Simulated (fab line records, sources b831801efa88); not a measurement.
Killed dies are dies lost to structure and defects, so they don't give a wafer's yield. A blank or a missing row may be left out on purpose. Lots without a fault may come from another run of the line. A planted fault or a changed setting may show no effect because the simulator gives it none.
Chamber matching | flow sky130 | SKY_FIELD_ISO_ETCH_17 on rie_si-01: 4 sister chambers
The step etches Si in HBr/Cl2/O2, target depth 342 nm, time 97.7 s. 14 wafers are shown with their chamber, then 7 later ones without.

WAFERS WITH THEIR CHAMBER
wafer  | chamber | drypump_motor_current_A (A) | run_length_s (s) | throttle_valve_pct (%)
L344.2 | 3       | 5.5                         | 125.2            | 25.641
L344.3 | 0       | 5.3                         | 126.0            | 25.660
L344.4 | 1       | 6.0                         | 127.0            | 25.643
L346.1 | 2       | 6.2                         | 126.0            | 25.649
L346.4 | 3       | 5.5                         | 125.2            | 25.663
L346.6 | 1       | 6.0                         | 126.7            | 25.648
L350.1 | 3       | 5.5                         | 125.3            | 25.665
L350.2 | 1       | 6.0                         | 126.8            | 25.652
L350.4 | 2       | 6.1                         | 126.2            | 25.652
L361.2 | 3       | 5.5                         | 125.5            | 25.652
L361.4 | 1       | 6.0                         | 126.6            | 25.658
L361.6 | 3       | 5.5                         | 125.9            | 25.649
L363.2 | 0       | 5.3                         | 126.0            | 25.658
L363.3 | 3       | 5.5                         | 125.1            | 25.659

SIGNATURES (means of the wafers above)
reading                 | chamber 0 | chamber 1 | chamber 2 | chamber 3 | scatter within a chamber
drypump_motor_current_A | 5.300     | 6.000     | 6.150     | 5.500     | 0.0224
run_length_s            | 126.000   | 126.775   | 126.100   | 125.367   | 0.233
throttle_valve_pct      | 25.65900  | 25.65025  | 25.65050  | 25.65483  | 0.0074
Rule: a wafer's distance from a chamber is the root of the sum, over the readings, of the square of ((its reading less the chamber's mean) divided by the reading's scatter). The wafer belongs to the nearest chamber; if the next one is less than 2 further off, it can't be placed. The scatter: the root of (the sum of the squares of (reading less its chamber's mean) over the shown wafers, divided by (wafers less chambers)).

WAFERS WITHOUT THEIR CHAMBER
wafer  | drypump_motor_current_A (A) | run_length_s (s) | throttle_valve_pct (%)
L363.5 | 6.0                         | 126.6            | 25.645
L364.1 | 6.2                         | 125.8            | 25.666
L364.3 | 6.0                         | 127.3            | 25.646
L364.4 | 5.5                         | 125.6            | 25.667
L366.1 | 6.2                         | 126.2            | 25.664
L366.2 | 6.0                         | 126.5            | 25.675
L366.6 | 5.3                         | 126.0            | 25.670

WHICH CHAMBER EACH WENT THROUGH
wafer  | from the rows above | in truth
L363.5 | 1                   | 1
L364.1 | 2                   | 2
L364.3 | 1                   | 1
L364.4 | 3                   | 3
L366.1 | 2                   | 2
L366.2 | 1                   | 1
L366.6 | 0                   | 0
Placed correctly: 7 of 7. Can't be placed from these rows: 0. Placed wrongly: 0.
